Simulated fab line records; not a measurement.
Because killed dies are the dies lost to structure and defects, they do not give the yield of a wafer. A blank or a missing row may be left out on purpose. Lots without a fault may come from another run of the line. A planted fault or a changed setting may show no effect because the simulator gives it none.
8D (eight disciplines) problem report, filled in by code | flow sky130 | the parts of the form that need people (team, actions taken, sign-off) are left out

## 1. WHAT WENT WRONG
chamber-pressure-pa at SKY_METAL5_SPUTTER_02 reads a mean of 0.4621 Pa on 1 wafer of 1 lot; wafers without a fault read 0.4001 Pa with a standard deviation of 0.00079. That is +78 standard deviations from the usual mean.
The step: material AlCu, target thk 1150 nm, time 61.2 s.
Seen first at day 45 07:04 on pvd-sputter-04, wafer L120.6. Wafers with a number at this step in the record: 33, from 11 lots. By rule, "out" or "out of limits" means more than 4 standard deviations away from the usual mean. The rest of the wafers with a number are treated as sound.

## 2. WHAT IT IS AND WHAT IT IS NOT
question                    | is                  | is not
which readings at this step | chamber-pressure-pa | -
which lots                  | L120                | L112, L113, L118, L124, L127, L129, L131, L133, L134, L135
which wafers of those lots  | L120.6              | L120.2, L120.5
read on which tools         | pvd-sputter-04      | pvd-sputter-01, pvd-sputter-02
when                        | from day 45 07:04   | up to then (11 sound wafers); but 21 sound wafers of L124, L127, L129, L131, L133, L134, L135 came after

## 3. WHAT RULES OUT EACH SUSPECT
Counting: any tool at a process step up to the reading remains a suspect provided it ran every lot that is out. Sound lots after the first of them don't rule it out here, since some wafers of a struck lot are sound.
- rie-diel-01 at SKY_METAL3_ETCH_17 (etches SiO2 in C4F8/O2/Ar, stops on TiN, time 3.9 s, target depth 15 nm): kept. It ran the lot that is out, L120 (day 41 04:03).
- rie-diel-01 at SKY_VIA3_ETCH_14 (etches BARC in N2/H2, stops on SiO2, time 45.9 s, target depth 60 nm): kept. It ran the lot that is out, L120 (day 42 05:40).
- pvd-sputter-04 at SKY_METAL5_SPUTTER_02 (material AlCu, target thk 1150 nm, time 61.2 s): kept. L120, the lot that is out, went through it at day 45 07:04; up to then, the latest sound lot through it was L113 at day 43 06:45. On those wafers its own readings are out: chamber-pressure-pa.
- At SKY_METAL3_ETCH_17, inside rie-diel-01: chamber 2 took the wafers that are out, while their sound lot-mates went through chambers 1, 3.
Left after counting: rie-diel-01 at SKY_METAL3_ETCH_17, rie-diel-01 at SKY_VIA3_ETCH_14, pvd-sputter-04 at SKY_METAL5_SPUTTER_02.

## 4. THE CAUSE (what the simulator had put in)
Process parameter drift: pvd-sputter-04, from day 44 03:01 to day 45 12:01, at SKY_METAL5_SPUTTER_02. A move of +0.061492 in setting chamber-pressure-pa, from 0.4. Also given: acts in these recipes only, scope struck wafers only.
Of the 3 suspects that counting leaves, this tool is one.

## 5. THE EFFECT CHAIN, in route order
Each row: a reading whose mean over the struck wafers that have a number lies more than 3 standard deviations from the usual. Scope: only readings with a usual standard deviation given in the record; hours: median across lots of the time from each lot's start at the first step in this table that gives one to its start at this step; sigmas: change in usual standard deviations.
hours | step                  | reading             | usual     | on struck wafers | change  | sigmas
0     | SKY_METAL5_SPUTTER_02 | chamber-pressure-pa | 0.4001 Pa | 0.4621           | +0.0620 | +78
It contains these process steps:
- SKY_METAL5_SPUTTER_02: material AlCu, target thk 1150 nm, time 61.2 s.

## 6. HOW IT WOULD HAVE BEEN CAUGHT EARLIER
In this record no reading fell out of limits until day 45 07:04, 28 hours after the fault had begun at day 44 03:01.
